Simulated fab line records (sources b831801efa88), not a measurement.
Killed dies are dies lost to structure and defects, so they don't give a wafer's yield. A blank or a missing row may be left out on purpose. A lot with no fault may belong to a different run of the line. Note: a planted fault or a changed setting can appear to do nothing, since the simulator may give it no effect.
fab line records	flow sky130
record: lots: 13	wafers: 39	lastDay: 50
route steps=708 shown CONTACT@406 VIA1@473 METAL2@483
lots that met no fault: from a run of the same line without faults
startH: the number of hours between the record's first day and the start of the first shown wafer of the lot	waitH: hours from the lot's prior step to this one	" same as the row above	L1.1+2: a single row standing in for several wafers	- either no value or no given start	* or withheld: withheld	< > ~ a bound
route shown NAME@n: NAME is a module with steps in the file, n the number in the route of the first one	usual: the fault-free wafers' mean and standard deviation	same: alike in all rows	chamber/n: place in a boat	sites: per-site readings	_std_site: standard deviation of those values	_edge_site: outer sites' mean less inner sites'	radiusMm: how far each site lies from the wafer's centre	mask NAME#n: copy n	behind: the last tool/chamber to shape the wafer	hold: the reason the lot was held/the length of the hold in hours/how it ended	device: the n, p or np transistor that did not switch	end of line: at the end of the route, the tests of the same wafers	step lacking rows: just its recipe	killed: at the first sort, the dies lost to defects and structure; wafer yield is something else	map: a wafer's dies, marking killed ones x, the rest . and places with no die _
set.NAME: the setting that was run; set.NAME@STEP: the one run at that earlier step	model.NAME: the simulator's own value behind a step, which no gauge read
one table for each step of the route and one row for each wafer, over a sample of lots
services: from which hour (startH, from the record's first day; less than 0 if before it) a tool's chamber was out of use, for how many hours, and why
== steps ==
step: SKY_CONTACT_CVD_00
recipe: material: Si3N4	targetThkNm: 75	tempC: 400	timeS: withheld	rfW: 450
usual: heaterPowerW: 737/130
lot.wafer	tool	chamber	startH	waitH	heaterPowerW
L157.2	pecvd-02	2	734.82	0.0	588
L157.3	"	0	"	"	861
L157.4	"	2	"	"	606
L159.1	pecvd-01	0	740.22	0.0	1035
L159.3	"	1	"	"	630
L159.5	"	2	"	"	649
L161.1	pecvd-01	1	747.75	0.0	680
L161.2	"	2	"	"	678
L161.6	"	0	"	"	898
L160.2	pecvd-02	0	747.84	0.0	886
L160.3	"	1	"	"	818
L160.5	"	2	"	"	567
L162.4	pecvd-04	2	748.73	0.0	847
L162.5	"	0	"	"	602
L162.6	"	1	"	"	747
L163.3	pecvd-04	1	757.30	0.0	619
L163.4	"	1	"	"	616
L163.5	"	0	"	"	509
L165.1	pecvd-04	1	777.27	0.0	687
L165.3	"	2	"	"	852
L165.4	"	2	"	"	847
L166.3	pecvd-01	0	780.10	0.0	879
L166.4	"	0	"	"	862
L166.5	"	1	"	"	721
L168.1	pecvd-04	1	792.75	0.0	694
L168.3	"	0	"	"	579
L168.4	"	1	"	"	709
L176.1	pecvd-02	0	852.64	0.0	821
L176.2	"	2	"	"	668
L176.5	"	1	"	"	857
L177.2	pecvd-01	2	865.61	0.0	561
L177.3	"	0	"	"	974
L177.6	"	2	"	"	559
L179.2	pecvd-02	0	887.49	0.0	865
L179.4	"	1	"	"	820
L179.6	"	0	"	"	894
L180.2	pecvd-01	0	889.95	0.0	981
L180.4	"	1	"	"	674
L180.5	"	0	"	"	1001
step: SKY_CONTACT_BOW_MEAS_05
recipe: mode: bow
usual: CONTACT_BOW: 83/6.9
lot.wafer	tool	chamber	startH	waitH	CONTACT_BOW[um]
L157.2	filmMetro-04	-	735.37	0.2	83
L157.3	"	-	"	"	97
L157.4	"	-	"	"	86
L159.1	filmMetro-02	-	740.74	0.2	77
L159.3	"	-	"	"	72
L159.5	"	-	"	"	85
L161.1	filmMetro-02	-	748.27	0.2	83
L161.2	"	-	"	"	89
L161.6	"	-	"	"	97
L160.2	filmMetro-04	-	748.59	0.2	80
L160.3	"	-	"	"	80
L160.5	"	-	"	"	79
L162.4	filmMetro-04	-	749.30	0.3	90
L162.5	"	-	"	"	76
L162.6	"	-	"	"	80
L163.3	filmMetro-01	-	757.86	0.2	96
L163.4	"	-	"	"	71
L163.5	"	-	"	"	84
L165.1	filmMetro-04	-	777.85	0.2	83
L165.3	"	-	"	"	81
L165.4	"	-	"	"	92
L166.3	filmMetro-02	-	780.67	0.1	89
L166.4	"	-	"	"	83
L166.5	"	-	"	"	82
L168.1	filmMetro-02	-	793.27	0.1	88
L168.3	"	-	"	"	88
L168.4	"	-	"	"	85
L176.1	filmMetro-02	-	853.17	0.2	86
L176.2	"	-	"	"	73
L176.5	"	-	"	"	79
L177.2	filmMetro-04	-	868.24	0.3	94
L177.3	"	-	"	"	83
L177.6	"	-	"	"	77
L179.2	filmMetro-01	-	888.05	0.1	82
L179.4	"	-	"	"	87
L179.6	"	-	"	"	87
L180.2	filmMetro-01	-	890.58	0.2	77
L180.4	"	-	"	"	96
L180.5	"	-	"	"	84
step: SKY_CONTACT_OVL_MEAS_15
usual: CONTACT_OVL: 3/6.5
lot.wafer	tool	chamber	startH	waitH	CONTACT_OVL[nm]
L157.2	overlay-01	-	763.13	0.1	13
L157.3	"	-	"	"	13
L157.4	"	-	"	"	18
L159.1	overlay-01	-	767.81	0.1	-3
L159.3	"	-	"	"	-9
L159.5	"	-	"	"	-5
L161.1	overlay-02	-	775.75	0.1	9
L161.2	"	-	"	"	11
L161.6	"	-	"	"	2
L160.2	overlay-02	-	776.02	0.1	13
L160.3	"	-	"	"	19
L160.5	"	-	"	"	22
L162.4	overlay-01	-	776.42	0.1	3
L162.5	"	-	"	"	7
L162.6	"	-	"	"	8
L163.3	overlay-01	-	784.33	0.1	10
L163.4	"	-	"	"	3
L163.5	"	-	"	"	6
L165.1	overlay-02	-	804.76	0.1	5
L165.3	"	-	"	"	4
L165.4	"	-	"	"	2
L166.3	overlay-02	-	807.32	0.1	-2
L166.4	"	-	"	"	3
L166.5	"	-	"	"	-3
L168.1	overlay-02	-	820.11	0.1	7
L168.3	"	-	"	"	6
L168.4	"	-	"	"	6
L176.1	overlay-02	-	878.71	0.1	-3
L176.2	"	-	"	"	-3
L176.5	"	-	"	"	0
L177.2	overlay-01	-	893.43	0.1	3
L177.3	"	-	"	"	1
L177.6	"	-	"	"	2
L179.2	overlay-02	-	913.03	0.1	8
L179.4	"	-	"	"	3
L179.6	"	-	"	"	5
L180.2	overlay-01	-	915.66	0.1	14
L180.4	"	-	"	"	12
L180.5	"	-	"	"	2
step: SKY_VIA1_ETCH_15
recipe: target: SiO2	chemistry: C4F8/O2/Ar	targetDepthNm: 351	stopOn: TiN	maskMaterial: KrF-thick	sourceW: 1500	biasW: 1200	pressureMtorr: 40	c4f8FlowSccm: withheld	O2_flow_sccm: 6	Ar_flow_sccm: 300	timeS: 54
usual: oesProductAu: 0.981/0.0056
lot.wafer	tool	chamber	startH	waitH	oesProductAu	rfHoursCounterH
L157.2	rieDiel-02	3	818.69	0.0	0.979	11
L157.3	"	2	"	"	0.982	9
L157.4	"	1	"	"	0.972	11
L159.1	rieDiel-03	0	823.80	0.0	0.985	11
L159.3	"	1	"	"	0.971	1
L159.5	"	0	"	"	0.982	-
L161.1	rieDiel-03	1	831.95	0.0	0.981	1
L161.2	"	2	"	"	0.972	15
L161.6	"	3	"	"	0.987	-
L160.2	rieDiel-01	1	832.65	0.0	0.990	4
L160.3	"	3	"	"	0.981	20
L160.5	"	2	"	"	0.978	-
L162.4	rieDiel-03	0	833.60	0.0	0.982	12
L162.5	"	0	"	"	0.977	-
L162.6	"	3	"	"	0.987	-
L163.3	rieDiel-02	3	840.05	0.0	0.982	11
L163.4	"	3	"	"	0.982	-
L163.5	"	2	"	"	0.969	-
L165.1	rieDiel-01	3	860.95	0.0	0.983	20
L165.3	"	1	"	"	0.970	5
L165.4	"	1	"	"	0.977	-
L166.3	rieDiel-03	3	863.05	0.0	0.979	1
L166.4	"	2	"	"	0.969	16
L166.5	"	1	"	"	0.986	-
L168.1	rieDiel-03	3	875.29	0.0	0.851	2
L168.3	"	1	"	"	0.982	3
L168.4	"	0	"	"	0.989	13
L176.1	rieDiel-01	0	931.64	0.0	0.974	3
L176.2	"	2	"	"	0.982	12
L176.5	"	2	"	"	0.979	-
L177.2	rieDiel-02	2	946.55	0.0	0.985	12
L177.3	"	1	"	"	0.980	15
L177.6	"	0	"	"	0.979	-
L179.2	rieDiel-02	0	965.90	0.0	0.982	19
L179.4	"	1	"	"	0.983	16
L179.6	"	1	"	"	0.981	-
L180.2	rieDiel-03	1	967.55	0.0	0.982	6
L180.4	"	3	"	"	0.975	4
L180.5	"	1	"	"	0.981	-
step: SKY_VIA1_STRIP_16
recipe: chemistry: O2/N2	powerW: 1400	pressureMtorr: 1500	platenTempC: withheld	o2FlowSccm: 3000	n2FlowSccm: 300	overashFraction: 0.5
usual: drypumpMotorCurrentA: 5.71/0.29	oesProductAu: 0.416/0.0046	stripTimeToEndpointS: 4.458/0.02
lot.wafer	tool	chamber	startH	waitH	drypumpMotorCurrentA	oesProductAu	rfHoursCounterH	stripTimeToEndpointS
L157.2	plasmaAsher-04	0	818.74	0.0	5.55	0.410	102	4.458
L157.3	"	0	"	"	5.56	0.412	-	4.443
L157.4	"	1	"	"	5.93	0.417	-	4.467
L159.1	plasmaAsher-01	0	823.85	0.0	5.84	0.413	68	4.470
L159.3	"	1	"	"	6.36	0.417	-	4.469
L159.5	"	1	"	"	6.31	0.418	-	4.448
L161.1	plasmaAsher-01	0	832.00	0.0	5.85	0.420	68	4.465
L161.2	"	1	"	"	6.33	0.421	68	4.456
L161.6	"	1	"	"	6.32	0.416	-	4.448
L160.2	plasmaAsher-04	0	832.70	0.0	5.59	0.418	103	4.409
L160.3	"	0	"	"	5.61	0.410	-	4.431
L160.5	"	0	"	"	5.62	0.411	-	4.475
L162.4	plasmaAsher-02	1	833.68	0.1	5.37	0.412	-	4.453
L162.5	"	0	"	"	5.48	0.420	-	4.470
L162.6	"	1	"	"	5.37	0.412	-	4.431
L163.3	plasmaAsher-04	1	840.13	0.1	5.92	0.420	-	4.485
L163.4	"	0	"	"	5.59	0.415	-	4.475
L163.5	"	1	"	"	5.93	0.412	-	4.508
L165.1	plasmaAsher-02	0	861.00	0.0	5.47	0.415	41	4.424
L165.3	"	0	"	"	5.47	0.417	-	4.454
L165.4	"	1	"	"	5.38	0.411	-	4.444
L166.3	plasmaAsher-01	1	863.13	0.1	6.36	0.418	-	4.448
L166.4	"	0	"	"	5.84	0.417	-	4.487
L166.5	"	0	"	"	5.82	0.413	-	4.470
L168.1	plasmaAsher-04	1	875.34	0.0	5.93	0.432	107	4.645
L168.3	"	1	"	"	5.93	0.411	-	4.479
L168.4	"	0	"	"	5.59	0.416	-	4.473
L176.1	plasmaAsher-02	1	931.69	0.0	5.37	0.412	48	4.429
L176.2	"	0	"	"	5.48	0.420	48	4.454
L176.5	"	0	"	"	5.47	0.416	-	4.449
L177.2	plasmaAsher-01	1	946.60	0.0	6.34	0.420	80	4.441
L177.3	"	0	"	"	5.83	0.420	-	4.452
L177.6	"	0	"	"	5.83	0.412	-	4.450
L179.2	plasmaAsher-02	0	965.95	0.0	5.47	0.425	53	4.476
L179.4	"	0	"	"	5.47	0.419	-	4.485
L179.6	"	1	"	"	5.38	0.417	-	4.466
L180.2	plasmaAsher-04	0	967.60	0.0	5.58	0.418	118	4.441
L180.4	"	0	"	"	5.57	0.412	-	4.446
L180.5	"	0	"	"	5.59	0.423	-	4.442
step: SKY_METAL2_SPUTTER_00
recipe: material: Ti	targetThkNm: 15	powerW: 3000	timeS: 10	chamberPressurePa: 0.4
usual: throttleValvePct: 30.0/1.5
lot.wafer	tool	chamber	startH	waitH	throttleValvePct
L157.2	pvdSputter-02	-	819.96	0.1	31.5
L157.3	"	-	"	"	27.6
L157.4	"	-	"	"	30.3
L159.1	pvdSputter-04	-	825.15	0.1	32.1
L159.3	"	-	"	"	31.2
L159.5	"	-	"	"	28.3
L161.1	pvdSputter-04	-	833.27	0.2	31.1
L161.2	"	-	"	"	30.5
L161.6	"	-	"	"	28.5
L160.2	pvdSputter-02	-	833.97	0.1	31.4
L160.3	"	-	"	"	27.7
L160.5	"	-	"	"	30.4
L162.4	pvdSputter-04	-	834.92	0.1	30.5
L162.5	"	-	"	"	28.0
L162.6	"	-	"	"	32.1
L163.3	pvdSputter-04	-	841.32	0.2	31.2
L163.4	"	-	"	"	30.6
L163.5	"	-	"	"	32.1
L165.1	pvdSputter-02	-	862.62	0.1	28.0
L165.3	"	-	"	"	30.2
L165.4	"	-	"	"	30.5
L166.3	pvdSputter-04	-	867.62	0.1	28.3
L166.4	"	-	"	"	32.1
L166.5	"	-	"	"	28.4
L168.3	pvdSputter-02	-	876.60	0.1	30.2
L168.4	"	-	"	"	27.3
L176.1	pvdSputter-02	-	932.91	0.1	30.2
L176.2	"	-	"	"	31.3
L176.5	"	-	"	"	27.7
L177.2	pvdSputter-01	-	947.83	0.1	30.4
L177.3	"	-	"	"	31.3
L177.6	"	-	"	"	27.7
L179.2	pvdSputter-02	-	967.18	0.1	27.8
L179.4	"	-	"	"	31.6
L179.6	"	-	"	"	27.8
L180.2	pvdSputter-02	-	969.10	0.1	30.1
L180.4	"	-	"	"	31.4
L180.5	"	-	"	"	30.1
step: SKY_METAL2_SPUTTER_01
recipe: material: TiN	targetThkNm: 20	powerW: 6500	timeS: 16.7	chamberPressurePa: 0.4
usual: throttleValvePct: 30.0/1.4
lot.wafer	tool	chamber	startH	waitH	throttleValvePct
L157.2	pvdSputter-02	-	819.99	0.0	31.4
L157.3	"	-	"	"	27.7
L157.4	"	-	"	"	30.2
L159.1	pvdSputter-04	-	825.18	0.0	32.1
L159.3	"	-	"	"	31.0
L159.5	"	-	"	"	28.4
L161.1	pvdSputter-04	-	833.29	0.0	31.3
L161.2	"	-	"	"	30.3
L161.6	"	-	"	"	28.5
L160.2	pvdSputter-02	-	833.99	0.0	31.5
L160.3	"	-	"	"	27.8
L160.5	"	-	"	"	30.7
L162.4	pvdSputter-04	-	834.94	0.0	30.5
L162.5	"	-	"	"	28.5
L162.6	"	-	"	"	32.2
L163.3	pvdSputter-04	-	841.34	0.0	31.0
L163.4	"	-	"	"	30.7
L163.5	"	-	"	"	32.0
L165.1	pvdSputter-02	-	862.65	0.0	27.5
L165.3	"	-	"	"	30.0
L165.4	"	-	"	"	30.5
L166.3	pvdSputter-04	-	867.64	0.0	28.4
L166.4	"	-	"	"	32.2
L166.5	"	-	"	"	28.2
L168.3	pvdSputter-02	-	876.63	0.0	30.6
L168.4	"	-	"	"	27.7
L176.1	pvdSputter-02	-	932.94	0.0	29.9
L176.2	"	-	"	"	31.3
L176.5	"	-	"	"	27.8
L177.2	pvdSputter-01	-	947.85	0.0	30.2
L177.3	"	-	"	"	31.1
L177.6	"	-	"	"	28.0
L179.2	pvdSputter-02	-	967.20	0.0	28.0
L179.4	"	-	"	"	31.7
L179.6	"	-	"	"	27.5
L180.2	pvdSputter-02	-	969.12	0.0	30.1
L180.4	"	-	"	"	31.7
L180.5	"	-	"	"	30.1
== services ==
tool	chamber	startH	hours	kind
pvdSputter-04	-	711.92	13.0	repair
plasmaAsher-01	-	714.56	1.7	repair
pecvd-01	-	726.75	1.6	repair
plasmaAsher-01	-	759.35	1.2	repair
pecvd-01	-	764.68	0.2	repair
pvdSputter-04	-	771.44	3.4	repair
pvdSputter-04	-	783.80	4.6	repair
pecvd-02	-	784.67	1.4	repair
plasmaAsher-01	-	792.45	2.2	repair
rieDiel-02	-	800.73	1.5	repair
plasmaAsher-01	-	806.03	1.4	repair
pvdSputter-04	-	814.13	1.9	repair
rieDiel-02	0	838.67	5.3	repair
rieDiel-03	2	844.74	7.2	repair
pvdSputter-04	-	880.64	1.4	repair
pecvd-04	1	895.38	4.7	repair
pecvd-01	2	898.35	7.2	repair
rieDiel-03	3	903.40	5.8	repair
pecvd-01	0	905.26	8.7	repair
pecvd-01	2	911.42	20.1	repair
rieDiel-03	3	928.73	6.3	repair
pecvd-01	2	936.21	13.8	repair
rieDiel-02	3	941.08	1.9	repair
rieDiel-03	-	950.76	1.1	repair
== key ==
firstSign: step: SKY_VIA1_ETCH_15	reading: oesProductAu	direction: down	sigmas: 23	usual: 0.981	struck: 0.851
effect: step: SKY_VIA1_STRIP_16	reading: stripTimeToEndpointS	direction: up	sigmas: 9.5	usual: *	struck: *
effect: step: SKY_METAL2_SPUTTER_00	reading: visit	direction: missing
effect: step: SKY_METAL2_SPUTTER_01	reading: visit	direction: missing
metAt SKY_VIA1_ETCH_15
struckLots L168
struckWafers L168.1
laterRowsLeftOut L168.1
sortLeftOut L168.1
notActingAt SKY_CONTACT_CVD_00,SKY_CONTACT_BOW_MEAS_05,SKY_CONTACT_OVL_MEAS_15
onsetBetween 863.05 875.29
fault: kind: processParameterDrift	tool: rieDiel-03	chamber: 3	onsetH: 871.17	steps: SKY_VIA1_ETCH_15	channel: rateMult	offset: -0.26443	shape: step	endH: 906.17
sortLeftOut: the simulated sort isn't trusted on such a fault, so these wafers' sort isn't shown, and their yield isn't known
laterRowsLeftOut: the simulator's readings of these wafers behind a module that went badly wrong aren't trusted and aren't shown, but for the sort
